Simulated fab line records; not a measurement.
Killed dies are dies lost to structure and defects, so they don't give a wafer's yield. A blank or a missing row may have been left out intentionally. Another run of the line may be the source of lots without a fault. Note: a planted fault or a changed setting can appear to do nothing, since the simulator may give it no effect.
Which tool was responsible? | flow gf180mcu | 39 wafers from 13 lots sampled at 2 of the route's 602 steps

== WHAT EACH GAUGE READ, for each wafer ==
GF_V2_OVL_MEAS_15. Usual: V2_OVL gives 1 nm (standard deviation 4.7).
lot  | measured     | on         | V2_OVL (nm) | flag
L891 | day 20 13:51 | overlay-02 | 0 -8 -1     |
L892 | day 20 21:06 | overlay-02 | 2 5 1       |
L895 | day 22 10:59 | overlay-01 | 2 7 8       |
L897 | day 23 00:57 | overlay-02 | -1 10 3     |
L898 | day 23 09:39 | overlay-01 | -3 -2 -3    |
L899 | day 24 01:02 | overlay-01 | 3 5 8       |
L900 | day 24 09:56 | overlay-01 | 0 4 -1      |
L905 | day 25 18:51 | overlay-01 | 7 5 15      |
L912 | day 27 14:34 | overlay-02 | 8 1 -1      |
L913 | day 28 01:17 | overlay-02 | -1 -8 -6    |

== TOOL THAT RAN EACH LOT (tool first, then ch and the chambers of the sampled wafers, then the start) ==
lot  | GF_VT_IMPLANT_STRIP_42
L891 | plasma-asher-02 ch 0,1, day 7 19:15
L892 | plasma-asher-01 ch 0,1, day 8 01:04
L895 | plasma-asher-01 ch 0,1, day 9 03:07
L897 | plasma-asher-01 ch 0,1, day 9 14:19
L898 | plasma-asher-02 ch 0, day 9 23:06
L899 | plasma-asher-01 ch 0,1, day 10 05:23
L900 | plasma-asher-01 ch 0,1, day 10 11:49
L905 | plasma-asher-02 ch 0,1, day 11 20:01
L906 | plasma-asher-03 ch 0,1, day 12 00:42
L907 | plasma-asher-01 ch 0,1, day 12 09:04
L908 | plasma-asher-02 ch 0,1, day 12 12:40
L912 | plasma-asher-01 ch 0,1, day 13 16:52
L913 | plasma-asher-01 ch 0,1, day 14 01:37
- GF_VT_IMPLANT_STRIP_42: strips in O2/N2.

== WHAT THE TOOLS THEMSELVES READ (means of the sampled wafers that have a number; where no wafer has one, the mark that the record gives instead) ==
GF_VT_IMPLANT_STRIP_42. Usual: chamber-pressure-mTorr 1500.0 mTorr, standard deviation 1.3; drypump-motor-current-A 5.5 A, standard deviation 0.38; heater-power-w 325 W, standard deviation 37; oes-product-au 0.716 a.u., standard deviation 0.0045; strip-time-to-endpoint-s 12.64 s, standard deviation 0.031.
lot  | tool            | chamber-pressure-mTorr (mTorr) | drypump-motor-current-A (A) | heater-power-w (W) | oes-product-au (a.u.) | strip-time-to-endpoint-s (s) | flag
L891 | plasma-asher-02 | 1500.5                         | 5.4                         | 371                | 0.716                 | 12.65                        |
L892 | plasma-asher-01 | 1500.5                         | 5.7                         | 291                | 0.717                 | 12.62                        |
L895 | plasma-asher-01 | 1500.8                         | 5.7                         | 291                | 0.714                 | 12.62                        |
L897 | plasma-asher-01 | 1501.5                         | 5.4                         | 282                | 0.712                 | 12.58                        |
L898 | plasma-asher-02 | 1499.0                         | 5.6                         | 366                | 0.717                 | 12.66                        |
L899 | plasma-asher-01 | 1498.4                         | 5.7                         | 294                | 0.714                 | 12.67                        |
L900 | plasma-asher-01 | 1499.4                         | 5.7                         | 295                | 0.718                 | 12.64                        |
L905 | plasma-asher-02 | 1501.1                         | 5.3                         | 359                | 0.715                 | 12.64                        |
L906 | plasma-asher-03 | -                              | -                           | -                  | -                     | -                            | OFF
L907 | plasma-asher-01 | -                              | -                           | -                  | -                     | -                            | OFF
L908 | plasma-asher-02 | -                              | -                           | -                  | -                     | -                            | OFF
L912 | plasma-asher-01 | 1500.2                         | 5.3                         | 284                | 0.714                 | 12.62                        |
L913 | plasma-asher-01 | 1500.1                         | 5.7                         | 294                | 0.720                 | 12.64                        |

== THE ANSWER, worked out from the rows above alone ==
Rule: lot off if the mean of its wafers having a number is beyond 3 standard deviations from the usual mean. A lot without any number at a reading at which 4 lots or more have one is off too. All remaining lots with rows at the step are treated as sound. After the gauges, taken in route order, come the tools' own readings; for these a lot's mean is taken, as printed above. At the first step where some lot is off, the reading lying furthest off is the one used; lots without a number count as furthest.
Off: L906, L907, L908, at GF_VT_IMPLANT_STRIP_42 (chamber-pressure-mTorr). Without a number there: L906, L907, L908.
If a tool, at that step or one of the process steps before it, ran each lot that is off and ran no sound lot following the first of them, it fits. Not one of the candidates tried fits.

== WHAT HAD BEEN PUT IN BY THE SIMULATOR ==
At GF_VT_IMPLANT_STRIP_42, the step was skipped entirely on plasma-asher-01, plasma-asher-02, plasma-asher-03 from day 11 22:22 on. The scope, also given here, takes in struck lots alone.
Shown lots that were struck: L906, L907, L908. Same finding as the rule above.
